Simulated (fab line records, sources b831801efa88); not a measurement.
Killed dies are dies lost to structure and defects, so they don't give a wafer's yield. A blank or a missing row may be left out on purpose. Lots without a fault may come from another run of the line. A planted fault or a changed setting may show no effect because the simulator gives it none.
Which tool did it? | flow gf180mcu | 14 lots, 42 wafers sampled, at 5 steps of a route of 602

WHAT THE GAUGES READ, wafer by wafer
GF_NSD_TW_MEAS_12.
lot  | measured     | on            | NSD_TW
L143 | day 13 10:50 | film_metro-04 | 4258 4255 4256
L144 | day 13 18:54 | film_metro-04 | 4259 4252 4250
L145 | day 14 01:33 | film_metro-01 | 4274 4278 4253
L146 | day 14 16:16 | film_metro-01 | 4226 4261 4233
L148 | day 15 06:32 | film_metro-04 | 4277 4269 4252
L151 | day 16 23:22 | film_metro-01 | 4205 4214 4240
L152 | day 17 02:13 | film_metro-04 | 4273 4268 4258
L153 | day 17 17:21 | film_metro-04 | 4281 4261 4272
L155 | day 18 04:31 | film_metro-04 | 4281 4276 4247
L157 | day 18 11:41 | film_metro-03 | 4236 4259 4236
L160 | day 19 13:16 | film_metro-03 | 4278 4261 4268
L159 | day 19 15:20 | film_metro-04 | 4286 4250 4260
L164 | day 20 23:24 | film_metro-03 | 4261 4247 4258
L165 | day 21 06:01 | film_metro-03 | 4276 4291 4284

GF_PSD_CD_MEAS_07: target cd 400 nm.
lot  | measured     | on        | cd_nm (nm)
L143 | day 14 06:58 | cd_sem-01 | 400.1 400.0 402.5
L144 | day 14 15:35 | cd_sem-02 | 400.6 400.8 397.8
L145 | day 14 22:04 | cd_sem-02 | 397.2 399.2 395.4
L146 | day 15 12:15 | cd_sem-02 | 399.4 401.4 398.8
L148 | day 16 04:28 | cd_sem-01 | 397.6 396.4 396.2
L151 | day 17 22:01 | cd_sem-02 | 402.9 402.0 402.8
L152 | day 18 01:14 | cd_sem-02 | 403.0 400.1 400.2
L153 | day 18 16:49 | cd_sem-01 | 402.0 401.3 402.0
L155 | day 19 04:20 | cd_sem-01 | 397.0 397.6 399.6
L157 | day 19 10:55 | cd_sem-02 | 399.9 399.5 401.8
L160 | day 20 13:00 | cd_sem-02 | - - -
L159 | day 20 15:11 | cd_sem-02 | - - -
L164 | day 21 23:08 | cd_sem-02 | 401.3 404.2 401.9
L165 | day 22 05:37 | cd_sem-01 | 402.1 402.0 402.2

GF_SAB_OVL_MEAS_10.
lot  | measured     | on         | SAB_OVL (nm)
L143 | day 15 04:17 | overlay-01 | -0.2 0.0 -0.4
L144 | day 15 13:49 | overlay-02 | 0.5 -1.0 -0.2
L145 | day 15 20:30 | overlay-02 | -0.6 -0.1 -2.5
L146 | day 16 15:17 | overlay-02 | -0.3 -0.7 -2.0
L148 | day 17 03:24 | overlay-02 | -3.4 -2.1 -3.3
L151 | day 18 22:59 | overlay-01 | 0.8 -1.6 1.3
L152 | day 19 01:49 | overlay-01 | 1.6 0.9 2.2
L153 | day 19 18:09 | overlay-01 | -1.5 -1.7 -1.0
L155 | day 20 04:45 | overlay-01 | 1.0 -0.1 0.7
L157 | day 20 11:27 | overlay-01 | -1.7 0.0 -2.2
L160 | day 21 13:30 | overlay-01 | 0.0 -1.0 0.0
L159 | day 21 15:45 | overlay-02 | -2.5 -1.6 -1.0
L164 | day 22 22:49 | overlay-02 | -0.7 -1.2 -1.0
L165 | day 23 05:32 | overlay-02 | 0.7 0.3 -0.2

WHICH TOOL RAN EACH LOT (tool, then ch and the chambers of the sampled wafers, then the start)
lot  | GF_VT_IMPLANT_STRIP_42               | GF_PSD_COAT_02
L143 | plasma_asher-03 ch 0,1, day 7 16:56  | litho_track-03 ch 0, day 13 20:36
L144 | plasma_asher-04 ch 0,1, day 7 21:46  | litho_track-03 ch 0, day 14 04:58
L145 | plasma_asher-03 ch 0,1, day 8 06:11  | litho_track-01 ch 0, day 14 11:41
L146 | plasma_asher-02 ch 0,1, day 8 15:02  | litho_track-03 ch 0, day 15 01:43
L148 | plasma_asher-02 ch 0,1, day 9 02:50  | litho_track-03 ch 0, day 15 17:01
L151 | plasma_asher-02 ch 1, day 10 14:24   | litho_track-01 ch 0, day 17 10:49
L152 | plasma_asher-02 ch 0,1, day 10 15:41 | litho_track-03 ch 0, day 17 13:36
L153 | plasma_asher-03 ch 0,1, day 11 01:59 | litho_track-04 ch 0, day 18 05:03
L155 | plasma_asher-03 ch 0,1, day 11 13:35 | litho_track-03 ch 0, day 18 16:13
L157 | plasma_asher-04 ch 0,1, day 11 14:41 | litho_track-04 ch 0, day 18 22:39
L160 | plasma_asher-02 ch 0,1, day 12 14:25 | litho_track-03, day 20 00:43
L159 | plasma_asher-04 ch 0,1, day 12 15:41 | litho_track-03, day 20 02:33
L164 | plasma_asher-03 ch 0,1, day 13 17:44 | litho_track-03 ch 0, day 21 11:05
L165 | plasma_asher-02 ch 1, day 14 00:31   | litho_track-03 ch 0, day 21 17:53
- GF_VT_IMPLANT_STRIP_42: strips in O2/N2.
- GF_PSD_COAT_02: resist thk 1000 nm.

WHAT THE TOOLS THEMSELVES READ (means of the sampled wafers that have a number; where no wafer has one, the mark that the record gives instead)
GF_VT_IMPLANT_STRIP_42.
lot  | tool            | drypump_motor_current_A (A) | heater_power_w (W) | oes_product_au (a.u.) | strip_time_to_endpoint_s (s)
L143 | plasma_asher-03 | 6.2                         | 327                | 0.716                 | 12.62
L144 | plasma_asher-04 | 5.1                         | 291                | 0.716                 | 12.61
L145 | plasma_asher-03 | 6.2                         | 327                | 0.715                 | 12.62
L146 | plasma_asher-02 | 5.5                         | 363                | 0.719                 | 12.61
L148 | plasma_asher-02 | 5.5                         | 363                | 0.717                 | 12.59
L151 | plasma_asher-02 | 6.0                         | 359                | 0.713                 | 12.62
L152 | plasma_asher-02 | 5.8                         | 362                | 0.721                 | 12.56
L153 | plasma_asher-03 | 6.2                         | 343                | 0.719                 | 12.60
L155 | plasma_asher-03 | 6.2                         | 336                | 0.715                 | 12.63
L157 | plasma_asher-04 | 5.4                         | 299                | 0.717                 | 12.67
L160 | plasma_asher-02 | 5.8                         | 362                | 0.715                 | 12.64
L159 | plasma_asher-04 | 5.1                         | 291                | 0.714                 | 12.66
L164 | plasma_asher-03 | 6.2                         | 330                | 0.714                 | 12.60
L165 | plasma_asher-02 | 6.0                         | 353                | 0.714                 | 12.65

GF_PSD_COAT_02.
lot  | tool           | chill_plate_temp_C (C) | dispense_pressure_kPa (kPa) | exhaust_pa (Pa)
L143 | litho_track-03 | 23.01                  | 53.3                        | 44.6
L144 | litho_track-03 | 23.12                  | 53.3                        | 45.5
L145 | litho_track-01 | 22.89                  | 47.0                        | 45.5
L146 | litho_track-03 | 23.03                  | 53.3                        | 43.7
L148 | litho_track-03 | 22.89                  | 53.3                        | 45.2
L151 | litho_track-01 | 22.96                  | 47.0                        | 44.7
L152 | litho_track-03 | 23.08                  | 53.3                        | 45.7
L153 | litho_track-04 | 22.93                  | 52.5                        | 44.5
L155 | litho_track-03 | 22.88                  | 53.3                        | 45.6
L157 | litho_track-04 | 22.99                  | 52.6                        | 44.0
L160 | litho_track-03 | -                      | -                           | -
L159 | litho_track-03 | -                      | -                           | -
L164 | litho_track-03 | 22.96                  | 53.3                        | 44.3
L165 | litho_track-03 | 23.03                  | 53.3                        | 44.6

THE ANSWER, worked out from the rows above alone
Rule: what is usual is taken from the lots themselves. Put in order of their means at a reading, lots are off if they are a third of the lots or fewer, leave a main group of 4 or more, and stand apart from it by a gap of 3 or more times the standard deviation of the main group's means; of several such gaps the widest counts. A main group whose means are all the same, to the digits that the tables above print for the reading, isn't used. A lot without any number at a reading at which 4 lots or more have one is off too. The other lots that the step has rows for count as sound. The gauges are gone through in route order, then the tools' own readings, and for those a lot's mean is taken as printed above. The first step at which some lot is off is used, and at that step the reading that is off furthest; a lot without a number counts as furthest.
Off: L160, L159, at GF_PSD_CD_MEAS_07 (cd_nm). Without a number there: L160, L159. The main group: mean 400.2 nm, standard deviation 1.9.
A tool fits if, at a process step before that reading, it ran every lot that is off, and no sound lot after the first of them. The gauges at GF_PSD_CD_MEAS_07 aren't tried: what is off there is off at GF_PSD_COAT_02 too, on other tools, and a gauge's error can't cause that. None of those tried fits.

WHAT THE SIMULATOR HAD PUT IN
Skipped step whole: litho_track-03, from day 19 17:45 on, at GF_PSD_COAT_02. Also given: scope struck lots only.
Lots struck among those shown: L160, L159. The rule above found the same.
